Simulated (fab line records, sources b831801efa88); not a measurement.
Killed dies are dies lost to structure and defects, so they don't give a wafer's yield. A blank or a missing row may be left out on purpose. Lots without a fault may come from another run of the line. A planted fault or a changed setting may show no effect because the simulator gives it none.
Which tool did it? | flow sky130 | 6 lots, 16 wafers sampled, at 2 steps of a route of 708

WHAT THE GAUGES READ, wafer by wafer
SKY_FIELD_ISO_THK_MEAS_25.
lot  | measured    | on            | FIELD_ISO_CVD_24_THK (nm)
L693 | day 2 23:56 | film_metro-02 | 593 603 599
L698 | day 3 22:58 | film_metro-02 | 600 611 601
L701 | day 4 15:28 | film_metro-02 | 577 585 591
L706 | day 5 19:37 | film_metro-04 | 456 461 588 456 461 589
L708 | day 6 05:34 | film_metro-02 | 468 468
L713 | day 7 05:30 | film_metro-04 | 604 598 599

WHICH TOOL RAN EACH LOT (tool, then ch and the chambers of the sampled wafers, then the start)
lot  | SKY_FIELD_ISO_CVD_24
L693 | hdpcvd-02 ch 0,1, day 2 23:52
L698 | hdpcvd-01 ch 0,1, day 3 22:54
L701 | hdpcvd-02 ch 0,1, day 4 15:22
L706 | hdpcvd-01 ch 0,1, day 5 19:32
L708 | hdpcvd-01 ch 0, day 6 05:29
L713 | hdpcvd-02 ch 1,2, day 7 05:25
- SKY_FIELD_ISO_CVD_24: deposits SiO2, target thk 595 nm, time 99.2 s.

THE ANSWER, worked out from the rows above alone
Rule: what is usual is taken from the lots themselves. Put in order of their means at a reading, lots are off if they are a third of the lots or fewer, leave a main group of 4 or more, and stand apart from it by a gap of 3 or more times the standard deviation of the main group's means; of several such gaps the widest counts. A main group whose means are all the same, to the digits that the tables above print for the reading, isn't used. A lot without any number at a reading at which 4 lots or more have one is off too. The other lots that the step has rows for count as sound.
Off: L706, L708, at SKY_FIELD_ISO_THK_MEAS_25 (FIELD_ISO_CVD_24_THK). The main group: mean 597 nm, standard deviation 7.5.
A tool fits if, at a process step before that reading, it ran every lot that is off, and no sound lot after the first of them. The gauges at SKY_FIELD_ISO_THK_MEAS_25 are tried like those tools. One fits: hdpcvd-01 at SKY_FIELD_ISO_CVD_24. Its last sound lot is L698 (day 3 22:54), its first lot that is off L706 (day 5 19:32): a fault that began between those two fits.

WHAT THE SIMULATOR HAD PUT IN
Process parameter drift: hdpcvd-01, from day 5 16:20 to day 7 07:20, at SKY_FIELD_ISO_CVD_24. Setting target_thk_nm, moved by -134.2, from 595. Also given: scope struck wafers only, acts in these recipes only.
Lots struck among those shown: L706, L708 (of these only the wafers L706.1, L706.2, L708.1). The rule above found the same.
